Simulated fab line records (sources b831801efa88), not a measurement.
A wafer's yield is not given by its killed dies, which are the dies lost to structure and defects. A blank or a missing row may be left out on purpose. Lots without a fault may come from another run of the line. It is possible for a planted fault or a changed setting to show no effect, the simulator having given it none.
fab line records + flow sky130
record:
- lots: 14
- wafers: 42
- last-day: 50
route steps=708 shown FIELD_ISO@31 PAD_OPEN@708
lots with no fault: from the same line, run without faults
start-h: hours from the record's opening day to when the first of the lot's shown wafers began + wait-h: hours elapsed since this lot's preceding step + " repeats the value in the row above + L1.1+2: a single row standing in for several wafers + - no value present, or no start provided + * or withheld: withheld + < > ~ a bound
route shown NAME@n: NAME is a module with steps in the file, n the number in the route of the first one + usual: mean/standard deviation of fault-free wafers + same: alike in all rows + chamber/n: place in a boat + sites: each site's reading + _std_site: the values' standard deviation + _edge_site: mean of outer sites minus mean of inner sites + radius-mm: how far each site lies from the wafer's centre + mask NAME#n: copy n + behind: the last tool/chamber to shape the wafer + hold: why the lot was held/for how many hours/how that ended + device: the transistor (n, p or np) that didn't switch + end of line: the same wafers' tests at the end of the route + step lacking rows: just its recipe + killed: at the first sort, the dies lost to defects and structure; wafer yield is something else + map: a wafer's dies, marking killed ones x, the rest . and places with no die _
set.NAME: the run value of the setting; set.NAME@STEP: its run value at that earlier step + model.NAME: the simulator's own value behind a step, which no gauge read
a sample of lots followed through the steps of the route, with each step as a table and each wafer as a row
== steps ==
step: SKY_FIELD_ISO_WET_ETCH_30
recipe:
- chemistry: dHF
- target-depth-nm: 25
- target: SiO2
- dilution: 10:1
- temp-c: 25
- time-s: 50
| lot.wafer  | tool         | chamber | start-h | wait-h |
|------------|--------------|---------|---------|--------|
| L581.3+4+5 | wet-bench-04 | 3       | 33.34   | 0.0    |
| L582.1+4+6 | wet-bench-01 | 3       | 39.90   | 0.0    |
| L583.1+4+5 | wet-bench-01 | 3       | 45.78   | 0.0    |
| L584.1+3+6 | wet-bench-03 | 0       | 50.49   | 0.0    |
| L585.3+4+6 | wet-bench-04 | 3       | 54.98   | 0.0    |
| L586.2+3+4 | wet-bench-01 | 0       | 60.60   | 0.0    |
| L587.2+4+6 | wet-bench-01 | 1       | 68.71   | 0.0    |
| L588.3+4+5 | wet-bench-03 | 3       | 71.58   | 0.0    |
| L589.2+4+5 | wet-bench-04 | 2       | 77.35   | 0.0    |
| L590.1+3+5 | wet-bench-04 | 2       | 82.56   | 0.0    |
| L600.1+4+5 | wet-bench-04 | 3       | 134.73  | 0.0    |
| L602.4+5+6 | wet-bench-03 | 3       | 145.17  | 0.0    |
| L603.3+4+5 | wet-bench-01 | 3       | 149.59  | 0.0    |
| L604.1+2+6 | wet-bench-04 | 1       | 155.20  | 0.0    |
step: SKY_PAD_OPEN_PROBE_99
usual:
- killed_at_M0_to_M3: 43/6.7
- killed_at_M4_up: 3.2/1.8
- killed-at-contacts: 24/4.8
- killed-at-front-end: 16/4.2
- killed-at-other: 0.3/0.56
- killed-dies: 86/8.5
- killed-open: 47/6.7
- killed-short: 39/6
same:
- gross-dies: 492
- killed-at-back-side: 0
| lot.wafer | tool      | chamber | start-h | wait-h | hold                     | killed_at_M0_to_M3 | killed_at_M4_up | killed-at-contacts | killed-at-front-end | killed-at-other | killed-dies | killed-open | killed-short |
|-----------|-----------|---------|---------|--------|--------------------------|--------------------|-----------------|--------------------|---------------------|-----------------|-------------|-------------|--------------|
| L581.3    | prober-01 | -       | 1065.82 | 0.2    | -                        | 39                 | 7               | 32                 | 13                  | 0               | 91          | 48          | 43           |
| L581.4    | prober-01 | -       | 1065.87 | 0.2    | -                        | 45                 | 3               | 18                 | 22                  | 0               | 88          | 51          | 37           |
| L581.5    | prober-01 | -       | 1065.92 | 0.2    | -                        | 33                 | 2               | 32                 | 10                  | 0               | 77          | 39          | 36           |
| L582.1    | prober-02 | -       | 1075.77 | 0.1    | -                        | 35                 | 0               | 25                 | 21                  | 0               | 81          | 42          | 39           |
| L582.4    | prober-02 | -       | 1075.92 | 0.2    | -                        | 38                 | 7               | 27                 | 18                  | 0               | 90          | 45          | 45           |
| L582.6    | prober-02 | -       | 1076.02 | 0.2    | -                        | 48                 | 2               | 17                 | 16                  | 1               | 84          | 39          | 45           |
| L583.1    | prober-01 | -       | 1084.06 | 0.1    | -                        | 37                 | 4               | 24                 | 22                  | 0               | 87          | 51          | 34           |
| L583.4    | prober-01 | -       | 1084.21 | 0.2    | -                        | 53                 | 6               | 18                 | 18                  | 0               | 95          | 49          | 44           |
| L583.5    | prober-01 | -       | 1084.26 | 0.2    | -                        | 44                 | 3               | 29                 | 16                  | 1               | 93          | 51          | 40           |
| L584.1    | prober-02 | -       | 1090.83 | 0.1    | -                        | 35                 | 4               | 19                 | 20                  | 0               | 78          | 45          | 32           |
| L584.3    | prober-02 | -       | 1090.93 | 0.2    | -                        | 40                 | 5               | 19                 | 16                  | 0               | 80          | 46          | 34           |
| L584.6    | prober-02 | -       | 1091.08 | 0.2    | -                        | 50                 | 1               | 21                 | 18                  | 0               | 90          | 55          | 35           |
| L585.3    | prober-01 | -       | 1099.54 | 0.2    | -                        | 43                 | 2               | 14                 | 19                  | 1               | 79          | 41          | 38           |
| L585.4    | prober-01 | -       | 1099.59 | 0.2    | -                        | 43                 | 2               | 24                 | 16                  | 0               | 85          | 50          | 35           |
| L585.6    | prober-01 | -       | 1099.69 | 0.2    | -                        | 50                 | 4               | 16                 | 18                  | 1               | 89          | 46          | 43           |
| L586.2    | prober-02 | -       | 1106.62 | 0.1    | await-dispo/3.9h/release | 35                 | 1               | 22                 | 40                  | 0               | 98          | 38          | 33           |
| L586.3    | prober-02 | -       | 1106.67 | 0.2    | await-dispo/3.9h/release | 40                 | 4               | 24                 | 39                  | 0               | 107         | 46          | 36           |
| L586.4    | prober-02 | -       | 1106.72 | 0.2    | await-dispo/3.9h/release | 42                 | 3               | 26                 | 43                  | 0               | 114         | 41          | 45           |
| L587.2    | prober-01 | -       | 1115.58 | 0.1    | await-dispo/2.9h/release | 49                 | 3               | 19                 | 78                  | 1               | 150         | 45          | 41           |
| L587.4    | prober-01 | -       | 1115.68 | 0.2    | await-dispo/2.9h/release | 42                 | 2               | 21                 | 76                  | 1               | 142         | 40          | 40           |
| L587.6    | prober-01 | -       | 1115.78 | 0.2    | await-dispo/2.9h/release | 50                 | 6               | 15                 | 71                  | 0               | 142         | 36          | 47           |
| L588.3    | prober-02 | -       | 1121.00 | 0.2    | -                        | 49                 | 3               | 16                 | 20                  | 0               | 88          | 55          | 33           |
| L588.4    | prober-02 | -       | 1121.05 | 0.2    | -                        | 38                 | 1               | 20                 | 17                  | 0               | 76          | 40          | 36           |
| L588.5    | prober-02 | -       | 1121.10 | 0.2    | -                        | 36                 | 1               | 21                 | 11                  | 0               | 69          | 33          | 36           |
| L589.2    | prober-01 | -       | 1126.90 | 0.1    | -                        | 50                 | 5               | 30                 | 9                   | 0               | 94          | 58          | 36           |
| L589.4    | prober-01 | -       | 1127.00 | 0.2    | -                        | 48                 | 3               | 20                 | 9                   | 0               | 80          | 45          | 35           |
| L589.5    | prober-01 | -       | 1127.05 | 0.2    | -                        | 41                 | 6               | 31                 | 17                  | 0               | 95          | 54          | 41           |
| L590.1    | prober-02 | -       | 1127.80 | 0.1    | -                        | 63                 | 6               | 25                 | 9                   | 0               | 103         | 62          | 39           |
| L590.3    | prober-02 | -       | 1127.90 | 0.2    | -                        | 44                 | 5               | 15                 | 15                  | 0               | 79          | 45          | 32           |
| L590.5    | prober-02 | -       | 1128.00 | 0.2    | -                        | 53                 | 2               | 35                 | 5                   | 0               | 95          | 51          | 44           |
| L600.1    | prober-02 | -       | 1178.76 | 0.1    | -                        | 45                 | 6               | 28                 | 15                  | 0               | 94          | 53          | 41           |
| L600.4    | prober-02 | -       | 1178.91 | 0.2    | -                        | 47                 | 2               | 30                 | 23                  | 0               | 102         | 50          | 52           |
| L600.5    | prober-02 | -       | 1178.96 | 0.2    | -                        | 46                 | 1               | 26                 | 24                  | 0               | 97          | 45          | 52           |
| L602.4    | prober-02 | -       | 1193.07 | 0.2    | -                        | 42                 | 4               | 14                 | 18                  | 1               | 79          | 43          | 36           |
| L602.5    | prober-02 | -       | 1193.12 | 0.2    | -                        | 46                 | 6               | 29                 | 10                  | 0               | 91          | 59          | 32           |
| L602.6    | prober-02 | -       | 1193.17 | 0.2    | -                        | 47                 | 1               | 20                 | 12                  | 0               | 80          | 37          | 43           |
| L603.3    | prober-01 | -       | 1193.96 | 0.2    | -                        | 50                 | 3               | 25                 | 9                   | 0               | 87          | 41          | 46           |
| L603.4    | prober-01 | -       | 1194.01 | 0.2    | -                        | 46                 | 3               | 19                 | 13                  | 0               | 81          | 33          | 48           |
| L603.5    | prober-01 | -       | 1194.06 | 0.2    | -                        | 35                 | 4               | 28                 | 10                  | 0               | 77          | 49          | 28           |
| L604.1    | prober-02 | -       | 1197.83 | 0.1    | -                        | 41                 | 1               | 31                 | 20                  | 0               | 93          | 46          | 47           |
| L604.2    | prober-02 | -       | 1197.88 | 0.1    | -                        | 44                 | 2               | 23                 | 15                  | 0               | 84          | 44          | 39           |
| L604.6    | prober-02 | -       | 1198.08 | 0.2    | -                        | 46                 | 3               | 21                 | 10                  | 1               | 81          | 47          | 33           |
killed by level:class
L581.3 VIA1:geometric-particle:open=12 CONTACT:geometric-particle:open=10 CONTACT:geometric-particle:short=7 VIA3:geometric-particle:open=7 FIELD_ISO:geometric-particle:short=6 LI_CONTACT:geometric-particle:short=6 LI_CONTACT:geometric-particle:open=6 METAL2:geometric-particle:short=4
L581.4 CONTACT:geometric-particle:open=9 VIA3:geometric-particle:open=9 VIA2:geometric-particle:open=9 VIA1:geometric-particle:open=8 FIELD_ISO:geometric-particle:short=5 SPACER:geometric-particle:short=4 LI_CONTACT:geometric-particle:open=4 VIA1:geometric-particle:short=4
L581.5 LI_CONTACT:geometric-particle:open=13 CONTACT:geometric-particle:open=7 LOCAL_INTERCONNECT:geometric-particle:short=7 VIA3:geometric-particle:open=6 VIA3:geometric-particle:short=6 METAL1:geometric-particle:short=5 VIA1:geometric-particle:open=5 CONTACT:geometric-particle:short=4
L582.1 FIELD_ISO:geometric-particle:open=10 VIA1:geometric-particle:open=9 CONTACT:geometric-particle:short=8 METAL2:geometric-particle:short=8 LI_CONTACT:geometric-particle:open=6 LOCAL_INTERCONNECT:geometric-particle:short=5 FIELD_ISO:geometric-particle:short=4 VIA3:geometric-particle:open=4
L582.4 CONTACT:geometric-particle:open=10 LI_CONTACT:geometric-particle:open=8 VIA1:geometric-particle:open=8 POLY_GATE:geometric-particle:short=7 VIA2:geometric-particle:open=5 LOCAL_INTERCONNECT:geometric-particle:short=5 METAL1:geometric-particle:short=5 METAL2:geometric-particle:short=5
L582.6 VIA2:geometric-particle:open=9 VIA1:geometric-particle:open=8 VIA3:geometric-particle:short=7 CONTACT:geometric-particle:short=6 VIA3:geometric-particle:open=6 POLY_GATE:geometric-particle:short=5 LI_CONTACT:geometric-particle:open=5 METAL1:geometric-particle:short=5
L583.1 CONTACT:geometric-particle:open=9 VIA1:geometric-particle:open=8 VIA2:geometric-particle:open=8 FIELD_ISO:geometric-particle:open=6 FIELD_ISO:geometric-particle:short=6 LI_CONTACT:geometric-particle:open=5 CONTACT:geometric-particle:short=5 METAL2:geometric-particle:short=5
L583.4 VIA2:geometric-particle:open=11 POLY_GATE:geometric-particle:open=8 VIA1:geometric-particle:open=8 CONTACT:geometric-particle:open=7 METAL3:geometric-particle:short=6 POLY_GATE:geometric-particle:short=5 CONTACT:geometric-particle:short=5 METAL1:geometric-particle:short=5
L583.5 VIA1:geometric-particle:open=14 CONTACT:geometric-particle:open=10 METAL2:geometric-particle:short=8 LI_CONTACT:geometric-particle:open=7 CONTACT:geometric-particle:short=7 POLY_GATE:geometric-particle:open=6 VIA2:geometric-particle:open=6 VIA3:geometric-particle:open=6
L584.1 CONTACT:geometric-particle:open=10 FIELD_ISO:geometric-particle:short=8 VIA3:geometric-particle:open=8 VIA2:geometric-particle:open=7 VIA1:geometric-particle:open=6 METAL1:geometric-particle:short=5 FIELD_ISO:geometric-particle:open=4 LOCAL_INTERCONNECT:geometric-particle:short=4
L584.3 VIA1:geometric-particle:open=10 VIA3:geometric-particle:open=9 FIELD_ISO:geometric-particle:short=7 LI_CONTACT:geometric-particle:open=7 CONTACT:geometric-particle:open=6 METAL2:geometric-particle:short=6 CONTACT:geometric-particle:short=5 POLY_GATE:geometric-particle:open=5
L584.6 VIA1:geometric-particle:open=10 VIA3:geometric-particle:open=10 CONTACT:geometric-particle:open=8 VIA2:geometric-particle:open=8 LI_CONTACT:geometric-particle:open=5 VIA2:geometric-particle:short=5 FIELD_ISO:geometric-particle:short=4 POLY_GATE:geometric-particle:short=4
L585.3 VIA1:geometric-particle:open=12 FIELD_ISO:geometric-particle:short=6 VIA1:geometric-particle:short=6 FIELD_ISO:geometric-particle:open=5 CONTACT:geometric-particle:open=5 METAL3:geometric-particle:short=5 VIA3:geometric-particle:short=4 VIA2:geometric-particle:open=4
L585.4 LI_CONTACT:geometric-particle:open=12 VIA1:geometric-particle:open=10 CONTACT:geometric-particle:open=9 METAL2:geometric-particle:short=5 METAL1:geometric-particle:short=5 VIA3:geometric-particle:open=5 VIA1:geometric-particle:short=5 FIELD_ISO:geometric-particle:short=4
L585.6 VIA1:geometric-particle:open=13 METAL1:geometric-particle:short=9 FIELD_ISO:geometric-particle:short=7 CONTACT:geometric-particle:open=6 METAL2:geometric-particle:short=6 VIA2:geometric-particle:open=6 METAL2:geometric-particle:open=4 LI_CONTACT:geometric-particle:open=3
L586.2 FIELD_ISO:unspecified=27 VIA1:geometric-particle:open=10 CONTACT:geometric-particle:open=9 LI_CONTACT:geometric-particle:open=7 VIA1:geometric-particle:short=6 METAL1:geometric-particle:short=5 VIA2:geometric-particle:short=5 POLY_GATE:geometric-particle:open=4
L586.3 FIELD_ISO:unspecified=24 LI_CONTACT:geometric-particle:open=7 CONTACT:geometric-particle:open=7 FIELD_ISO:geometric-particle:open=6 VIA3:geometric-particle:open=6 VIA1:geometric-particle:open=5 VIA2:geometric-particle:open=5 LI_CONTACT:geometric-particle:short=4
L586.4 FIELD_ISO:unspecified=27 CONTACT:geometric-particle:open=11 VIA1:geometric-particle:open=8 CONTACT:geometric-particle:short=8 METAL2:geometric-particle:short=8 POLY_GATE:geometric-particle:short=7 VIA2:geometric-particle:open=5 VIA3:geometric-particle:open=4
L587.2 FIELD_ISO:unspecified=63 VIA1:geometric-particle:open=15 METAL2:geometric-particle:short=6 POLY_GATE:geometric-particle:open=5 LOCAL_INTERCONNECT:geometric-particle:short=5 METAL1:geometric-particle:short=5 CONTACT:geometric-particle:open=5 VIA1:geometric-particle:short=5
L587.4 FIELD_ISO:unspecified=61 VIA3:geometric-particle:open=10 CONTACT:geometric-particle:open=8 METAL2:geometric-particle:short=6 POLY_GATE:geometric-particle:open=4 POLY_GATE:geometric-particle:short=4 LI_CONTACT:geometric-particle:open=4 CONTACT:geometric-particle:short=4
L587.6 FIELD_ISO:unspecified=59 VIA1:geometric-particle:open=12 METAL1:geometric-particle:short=8 METAL2:geometric-particle:short=7 VIA3:geometric-particle:open=7 METAL4:geometric-particle:short=5 LOCAL_INTERCONNECT:geometric-particle:short=5 CONTACT:geometric-particle:open=5
L588.3 VIA1:geometric-particle:open=12 VIA3:geometric-particle:open=10 LI_CONTACT:geometric-particle:open=7 VIA3:geometric-particle:short=7 CONTACT:geometric-particle:open=6 POLY_GATE:geometric-particle:open=5 VIA1:geometric-particle:short=5 FIELD_ISO:geometric-particle:short=4
L588.4 VIA1:geometric-particle:open=9 METAL2:geometric-particle:short=9 POLY_GATE:geometric-particle:open=7 CONTACT:geometric-particle:open=6 FIELD_ISO:geometric-particle:short=5 VIA2:geometric-particle:open=5 LI_CONTACT:geometric-particle:open=5 CONTACT:geometric-particle:short=5
L588.5 VIA1:geometric-particle:short=10 VIA1:geometric-particle:open=7 LI_CONTACT:geometric-particle:open=6 CONTACT:geometric-particle:open=6 FIELD_ISO:geometric-particle:short=5 LOCAL_INTERCONNECT:geometric-particle:short=5 VIA2:geometric-particle:open=5 METAL2:geometric-particle:short=4
L589.2 VIA1:geometric-particle:open=14 VIA2:geometric-particle:open=10 LI_CONTACT:geometric-particle:open=9 CONTACT:geometric-particle:open=8 VIA1:geometric-particle:short=7 VIA3:geometric-particle:open=5 LOCAL_INTERCONNECT:geometric-particle:short=4 CONTACT:geometric-particle:short=4
L589.4 VIA1:geometric-particle:open=11 VIA1:geometric-particle:short=8 LOCAL_INTERCONNECT:geometric-particle:short=6 CONTACT:geometric-particle:open=6 METAL2:geometric-particle:short=6 LI_CONTACT:geometric-particle:open=5 VIA3:geometric-particle:open=5 FIELD_ISO:geometric-particle:short=4
L589.5 LI_CONTACT:geometric-particle:open=15 VIA1:geometric-particle:open=8 VIA3:geometric-particle:open=8 CONTACT:geometric-particle:open=7 METAL1:geometric-particle:short=6 FIELD_ISO:geometric-particle:open=5 FIELD_ISO:geometric-particle:short=5 METAL4:geometric-particle:short=5
L590.1 VIA3:geometric-particle:open=17 CONTACT:geometric-particle:open=11 VIA1:geometric-particle:open=9 LI_CONTACT:geometric-particle:open=8 VIA2:geometric-particle:short=7 VIA3:geometric-particle:short=6 VIA2:geometric-particle:open=6 VIA1:geometric-particle:short=5
L590.3 VIA2:geometric-particle:open=8 VIA1:geometric-particle:open=8 LI_CONTACT:geometric-particle:open=6 FIELD_ISO:geometric-particle:open=5 METAL3:geometric-particle:short=5 CONTACT:geometric-particle:open=5 VIA3:geometric-particle:open=4 METAL1:geometric-particle:short=4
L590.5 CONTACT:geometric-particle:open=14 VIA1:geometric-particle:open=13 LI_CONTACT:geometric-particle:open=9 METAL2:geometric-particle:short=8 CONTACT:geometric-particle:short=7 VIA1:geometric-particle:short=6 VIA3:geometric-particle:open=5 VIA2:geometric-particle:short=5
L600.1 VIA1:geometric-particle:open=12 CONTACT:geometric-particle:open=11 VIA3:geometric-particle:open=7 CONTACT:geometric-particle:short=6 METAL1:geometric-particle:short=6 LI_CONTACT:geometric-particle:open=5 VIA2:geometric-particle:open=5 FIELD_ISO:geometric-particle:short=4
L600.4 FIELD_ISO:geometric-particle:open=9 LI_CONTACT:geometric-particle:open=9 CONTACT:geometric-particle:short=8 CONTACT:geometric-particle:open=8 VIA2:geometric-particle:short=8 METAL1:geometric-particle:short=7 VIA3:geometric-particle:open=6 POLY_GATE:geometric-particle:short=6
L600.5 VIA1:geometric-particle:open=10 CONTACT:geometric-particle:short=7 VIA2:geometric-particle:open=7 POLY_GATE:geometric-particle:short=7 METAL1:geometric-particle:short=7 FIELD_ISO:geometric-particle:open=6 CONTACT:geometric-particle:open=6 LI_CONTACT:geometric-particle:open=5
L602.4 VIA1:geometric-particle:open=9 VIA3:geometric-particle:open=9 VIA2:geometric-particle:open=7 FIELD_ISO:geometric-particle:open=6 LI_CONTACT:geometric-particle:open=6 FIELD_ISO:geometric-particle:short=5 METAL1:geometric-particle:short=4 VIA1:geometric-particle:short=4
L602.5 VIA1:geometric-particle:open=18 LI_CONTACT:geometric-particle:open=13 CONTACT:geometric-particle:open=9 VIA3:geometric-particle:open=6 METAL4:geometric-particle:short=6 METAL2:geometric-particle:short=6 VIA1:geometric-particle:short=5 VIA2:geometric-particle:open=5
L602.6 VIA1:geometric-particle:open=9 LI_CONTACT:geometric-particle:open=7 VIA1:geometric-particle:short=7 VIA2:geometric-particle:open=7 LI_CONTACT:geometric-particle:short=6 METAL1:geometric-particle:short=6 VIA3:geometric-particle:open=6 POLY_GATE:geometric-particle:short=5
L603.3 VIA1:geometric-particle:open=14 METAL1:geometric-particle:short=8 CONTACT:geometric-particle:short=7 CONTACT:geometric-particle:open=6 VIA1:geometric-particle:short=6 METAL2:geometric-particle:short=5 VIA2:geometric-particle:open=5 LI_CONTACT:geometric-particle:short=4
L603.4 METAL1:geometric-particle:short=11 LI_CONTACT:geometric-particle:open=6 LOCAL_INTERCONNECT:geometric-particle:short=6 VIA1:geometric-particle:open=5 METAL2:geometric-particle:short=5 VIA3:geometric-particle:open=5 FIELD_ISO:geometric-particle:short=4 POLY_GATE:geometric-particle:short=4
L603.5 VIA1:geometric-particle:open=15 CONTACT:geometric-particle:open=11 LI_CONTACT:geometric-particle:open=8 VIA1:geometric-particle:short=5 VIA3:geometric-particle:open=4 CONTACT:geometric-particle:short=3 LI_CONTACT:geometric-particle:short=3 METAL1:geometric-particle:short=3
L604.1 CONTACT:geometric-particle:open=11 POLY_GATE:geometric-particle:short=9 VIA1:geometric-particle:open=7 LI_CONTACT:geometric-particle:short=6 CONTACT:geometric-particle:short=6 VIA3:geometric-particle:open=6 METAL1:geometric-particle:short=5 LI_CONTACT:geometric-particle:open=4
L604.2 METAL1:geometric-particle:short=8 VIA1:geometric-particle:open=7 VIA3:geometric-particle:open=7 FIELD_ISO:geometric-particle:open=6 POLY_GATE:geometric-particle:open=6 CONTACT:geometric-particle:open=6 VIA1:geometric-particle:short=6 LI_CONTACT:geometric-particle:open=4
L604.6 VIA1:geometric-particle:open=11 CONTACT:geometric-particle:open=10 VIA2:geometric-particle:open=9 VIA3:geometric-particle:open=7 METAL1:geometric-particle:short=6 METAL2:geometric-particle:short=5 POLY_GATE:geometric-particle:short=4 LI_CONTACT:geometric-particle:open=3
== key ==
first-sign:
- step: SKY_PAD_OPEN_PROBE_99
- reading: killed-at-front-end
- direction: up
- sigmas: 10
- usual: 16
- struck: 58
effect:
- step: SKY_PAD_OPEN_PROBE_99
- reading: killed-dies
- direction: up
- sigmas: 4.6
- usual: 86
- struck: 126
met-at SKY_FIELD_ISO_WET_ETCH_30
struck-lots L586,L587
tester-left-out L586,L587
onset-between 45.78 60.60
fault:
- kind: chamber-particle-source
- tool: wet-bench-01
- chamber: -
- onset-h: 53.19
- steps: SKY_FIELD_ISO_WET_ETCH_30
- rate-per-visit-cm2: 1.4902
- end-h: 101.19
tester-left-out: of these lots the tester's yield and bins aren't shown, on N5 and GAA mostly nor the transistor test; their killed dies are dies lost to structure and defects alone, not to doping, threshold or leakage, so they don't give the yield
